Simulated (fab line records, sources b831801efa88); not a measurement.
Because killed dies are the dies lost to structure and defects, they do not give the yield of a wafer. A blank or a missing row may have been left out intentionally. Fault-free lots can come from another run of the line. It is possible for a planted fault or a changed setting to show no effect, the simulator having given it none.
Which of the tools did it? | flow sky130 | 39 wafers from 13 lots sampled at 6 of the route's 708 steps

== WHAT THE GAUGES SHOWED, per wafer ==
SKY_LI_CONTACT_CD_MEAS_12 targets a cd of 170 nm.
lot  | measured     | on        | cd nm (nm)
L326 | day 29 13:54 | cd sem-02 | 170.7 171.3 171.8
L327 | day 30 01:57 | cd sem-02 | 168.3 168.6 168.8
L332 | day 31 21:22 | cd sem-02 | 169.3 169.6 170.1
L333 | day 32 02:07 | cd sem-02 | 167.9 168.7 167.6
L334 | day 32 09:51 | cd sem-01 | 170.2 170.7 169.4
L336 | day 33 03:50 | cd sem-02 | 172.6 174.0 171.8
L337 | day 33 06:03 | cd sem-02 | 171.0 171.9 171.6
L338 | day 33 15:17 | cd sem-01 | 169.1 168.9 170.3
L344 | day 35 09:21 | cd sem-01 | 169.6 170.2 169.1
L345 | day 35 15:17 | cd sem-01 | 167.8 167.8 167.3
L346 | day 36 00:40 | cd sem-01 | 168.2 168.7 168.0
L347 | day 36 08:09 | cd sem-01 | 166.5 169.7 167.6
L348 | day 36 17:55 | cd sem-01 | 171.9 169.8 171.8

SKY_CONTACT_RS_MEAS_25: measures by four-point-probe.
lot  | measured     | on            | CONTACT_W_RS (ohm/sq)
L326 | day 32 01:26 | film metro-03 | 0.336 0.341 0.345
L327 | day 32 15:04 | film metro-03 | 0.341 0.337 0.339
L332 | day 34 06:46 | film metro-03 | 0.334 0.333 0.330
L333 | day 34 12:45 | film metro-03 | 0.326 0.333 0.332
L334 | day 34 19:15 | film metro-04 | 0.449 0.434 0.449
L336 | day 35 12:31 | film metro-03 | 0.445 0.459 0.446
L337 | day 35 14:53 | film metro-03 | 0.340 0.345 0.337
L338 | day 35 23:06 | film metro-02 | 0.338 0.343 0.342
L344 | day 37 17:01 | film metro-02 | 0.338 0.340 0.335
L345 | day 37 23:42 | film metro-04 | 0.340 0.344 0.334
L346 | day 38 08:32 | film metro-03 | 0.338 0.337 0.329
L347 | day 38 16:11 | film metro-02 | 0.333 0.334 0.335
L348 | day 39 01:45 | film metro-03 | 0.333 0.332 0.340

SKY_CONTACT_THK_MEAS_26: measures by xrf.
lot  | measured     | on            | CONTACT_W_THK (nm)
L326 | day 32 01:33 | film metro-03 | 344 340 337
L327 | day 32 15:11 | film metro-03 | 341 344 343
L332 | day 34 06:53 | film metro-03 | 345 346 348
L333 | day 34 12:52 | film metro-03 | 354 346 346
L334 | day 34 19:22 | film metro-04 | 260 271 261
L336 | day 35 12:37 | film metro-03 | 259 252 259
L337 | day 35 15:00 | film metro-03 | 338 335 341
L338 | day 35 23:13 | film metro-02 | 343 340 339
L344 | day 37 17:08 | film metro-02 | 342 340 343
L345 | day 37 23:48 | film metro-04 | 341 340 349
L346 | day 38 08:39 | film metro-03 | 341 342 352
L347 | day 38 16:18 | film metro-02 | 348 347 345
L348 | day 39 01:52 | film metro-03 | 347 348 338

== WHAT TOOL EACH LOT RAN ON (gives the tool, then ch and the chambers of the sampled wafers, and finally the start) ==
lot  | SKY_SD_N_STRIP_11                    | SKY_LI_CONTACT_ETCH_14             | SKY_CONTACT_CVD_24
L326 | plasma asher-02 ch 1, day 28 07:37   | rie diel-01 ch 0,1, day 29 14:03   | cvd w-01 ch 0,1, day 32 01:19
L327 | plasma asher-02 ch 0,1, day 28 20:25 | rie diel-03 ch 0,2,3, day 30 02:06 | cvd w-02 ch 0,1, day 32 14:57
L332 | plasma asher-03 ch 0, day 30 16:09   | rie diel-01 ch 0,1,3, day 31 21:32 | cvd w-01 ch 0, day 34 06:40
L333 | plasma asher-03 ch 0,1, day 30 21:21 | rie diel-01 ch 0,3, day 32 02:15   | cvd w-01 ch 0,1, day 34 12:37
L334 | plasma asher-01 ch 0,1, day 31 05:16 | rie diel-01 ch 0,1,3, day 32 10:00 | cvd w-01 ch 0,1, day 34 19:08
L336 | plasma asher-01 ch 0,1, day 31 23:28 | rie diel-01 ch 2,3, day 33 03:58   | cvd w-01 ch 0,1, day 35 12:24
L337 | plasma asher-03 ch 0,1, day 32 01:28 | rie diel-02 ch 0,2, day 33 06:13   | cvd w-02 ch 0,1, day 35 14:46
L338 | plasma asher-01 ch 0,1, day 32 11:04 | rie diel-03 ch 2,3, day 33 15:26   | cvd w-02 ch 1, day 35 22:58
L344 | plasma asher-03 ch 0,1, day 34 05:41 | rie diel-02 ch 0,1,2, day 35 09:30 | cvd w-01 ch 0,1, day 37 16:55
L345 | plasma asher-02 ch 0,1, day 34 11:40 | rie diel-01 ch 2,3, day 35 15:24   | cvd w-01 ch 0,1, day 37 23:35
L346 | plasma asher-03 ch 0,1, day 34 22:06 | rie diel-01 ch 0,1,3, day 36 00:50 | cvd w-01 ch 0,1, day 38 08:25
L347 | plasma asher-01 ch 0, day 35 03:37   | rie diel-03 ch 0,1,3, day 36 08:18 | cvd w-01 ch 0, day 38 16:04
L348 | plasma asher-01 ch 0,1, day 35 14:24 | rie diel-02 ch 1,2,3, day 36 18:03 | cvd w-01 ch 0,1, day 39 01:37
- SKY_SD_N_STRIP_11: strips in O2/N2.
- SKY_LI_CONTACT_ETCH_14: etches BARC in N2/H2, stops on SiO2, time 45.9 s, target depth 60 nm.
- SKY_CONTACT_CVD_24: deposits W, target thk 340 nm, time 102.12 s.

== WHAT THE TOOLS THEMSELVES READ (means of the sampled wafers that have a number; where no wafer has one, the mark that the record gives instead) ==
SKY_SD_N_STRIP_11.
lot  | tool            | drypump motor current A (A) | oes product au (a.u.) | strip time to endpoint s (s)
L326 | plasma asher-02 | 5.6                         | 0.532                 | 22.52
L327 | plasma asher-02 | 5.3                         | 0.525                 | 22.57
L332 | plasma asher-03 | 6.0                         | 0.528                 | 22.59
L333 | plasma asher-03 | 6.0                         | 0.530                 | 22.49
L334 | plasma asher-01 | 5.7                         | 0.537                 | 22.51
L336 | plasma asher-01 | 5.7                         | 0.528                 | 22.52
L337 | plasma asher-03 | 6.0                         | 0.528                 | 22.51
L338 | plasma asher-01 | 5.7                         | 0.528                 | 22.50
L344 | plasma asher-03 | 5.9                         | 0.525                 | 22.52
L345 | plasma asher-02 | 5.3                         | 0.527                 | 22.52
L346 | plasma asher-03 | 5.9                         | 0.526                 | 22.55
L347 | plasma asher-01 | 4.9                         | 0.527                 | 22.46
L348 | plasma asher-01 | 5.3                         | 0.524                 | 22.56

SKY_LI_CONTACT_ETCH_14.
lot  | tool        | drypump motor current A (A) | oes product au (a.u.) | throttle valve pct (%)
L326 | rie diel-01 | 5.8                         | 0.850                 | 13.217
L327 | rie diel-03 | 5.6                         | 0.860                 | 13.232
L332 | rie diel-01 | 5.9                         | 0.853                 | 13.220
L333 | rie diel-01 | 6.4                         | 0.855                 | 13.232
L334 | rie diel-01 | 5.9                         | 0.852                 | 13.235
L336 | rie diel-01 | 6.6                         | 0.853                 | 13.238
L337 | rie diel-02 | 6.2                         | 0.855                 | 13.236
L338 | rie diel-03 | 5.4                         | 0.854                 | 13.226
L344 | rie diel-02 | 5.7                         | 0.858                 | 13.231
L345 | rie diel-01 | 6.6                         | 0.851                 | 13.223
L346 | rie diel-01 | 5.9                         | 0.857                 | 13.227
L347 | rie diel-03 | 5.7                         | 0.857                 | 13.227
L348 | rie diel-02 | 5.4                         | 0.857                 | 13.223

SKY_CONTACT_CVD_24.
lot  | tool     | heater power w (W) | susceptor temp C (C)
L326 | cvd w-01 | 853                | 399.95
L327 | cvd w-02 | 867                | 399.91
L332 | cvd w-01 | 972                | 399.60
L333 | cvd w-01 | 921                | 400.02
L334 | cvd w-01 | 867                | 399.90
L336 | cvd w-01 | 926                | 399.85
L337 | cvd w-02 | 967                | 400.12
L338 | cvd w-02 | 1046               | 399.94
L344 | cvd w-01 | 869                | 400.06
L345 | cvd w-01 | 873                | 399.91
L346 | cvd w-01 | 926                | 399.67
L347 | cvd w-01 | 970                | 400.07
L348 | cvd w-01 | 923                | 400.17

== THE ANSWER, worked out from the rows above alone ==
Rule: the lots themselves supply what counts as usual. The widest of any qualifying gaps counts: lots, ordered by their means at a reading, are off when they make up no more than a third of the lots, leave a main group of 4 or more, and stand apart from it by 3 or more times the standard deviation of that group's means. The tables above print the reading to a certain number of digits; a main group whose means all agree to those digits is not used. A lot without any number at a reading at which 4 lots or more have one is off too. All remaining lots with rows at the step are treated as sound. First the gauges in route order, then the tools' own readings, where a lot's mean is used as printed above. The first step at which some lot is off is used, and at that step the reading that is off furthest; a lot without a number counts as furthest.
Off: L334, L336, seen at SKY_CONTACT_RS_MEAS_25 (CONTACT_W_RS). The main group: mean 0.337 ohm/sq, standard deviation 0.0035.
A tool fits if, at a process step before that reading, it ran every lot that is off, and no sound lot after the first of them. Those tools and the gauges at SKY_CONTACT_RS_MEAS_25 are tried in the same way. Not one of the candidates tried fits.

== WHAT THE SIMULATOR HAD PUT IN ==
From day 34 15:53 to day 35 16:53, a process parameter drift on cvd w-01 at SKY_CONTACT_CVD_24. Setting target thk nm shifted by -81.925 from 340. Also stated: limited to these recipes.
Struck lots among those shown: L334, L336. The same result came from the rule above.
